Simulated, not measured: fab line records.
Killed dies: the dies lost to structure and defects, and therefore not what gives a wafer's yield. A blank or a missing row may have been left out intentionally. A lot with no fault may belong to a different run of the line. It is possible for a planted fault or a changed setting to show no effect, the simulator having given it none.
Chamber matching | flow gf180mcu | GF_V5_CMP_04 on cmp-02 has 4 sister chambers
The step polishes SiO2. 4 wafers are shown with their chamber, then 10 later ones without.

## WAFERS WITH THEIR CHAMBER
wafer  | chamber | motorCurrentA (A)
L082.4 | 0       | 12.2
L083.5 | 1       | 13.6
L087.2 | 3       | 12.6
L087.3 | 2       | 13.3

## WAFERS MISSING THEIR CHAMBER
wafer  | motorCurrentA (A)
L087.4 | 13.7
L094.2 | 13.6
L094.5 | 12.4
L094.6 | 13.5
L095.2 | 12.9
L095.4 | 12.9
L095.6 | 12.7
L097.3 | 13.0
L097.5 | 11.8
L097.6 | 12.4

## THE CHAMBER EACH PASSED THROUGH
wafer  | from the rows above               | in truth
L087.4 | can't be placed: 1 or 2           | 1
L094.2 | can't be placed: 1 or 2           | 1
L094.5 | can't be placed: 3 or 0           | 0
L094.6 | can't be placed: 1 or 2           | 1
L095.2 | can't be placed: 3 or 2 or 1 or 0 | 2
L095.4 | can't be placed: 3 or 2 or 1 or 0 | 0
L095.6 | can't be placed: 3 or 0           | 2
L097.3 | can't be placed: 2 or 3 or 1      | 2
L097.5 | can't be placed: 0 or 3           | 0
L097.6 | can't be placed: 3 or 0           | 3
Placed correctly: 0 of 10. Unplaceable from these rows: 10, with the true chamber sitting among the candidates in 9. 0 placed wrongly.
How it was worked out, from the rows above alone: a wafer's distance from a chamber is the root of the sum, over the readings, of the square of ((its reading less the chamber's mean) divided by the reading's scatter). The wafer belongs to the nearest chamber; if the next one is less than 2 further off, it can't be placed. Each chamber's mean is taken over the wafers shown for it. The scatter (one wafer shown for each chamber): square how far every hidden wafer sits from the nearest shown wafer, average those squares and take the square root.
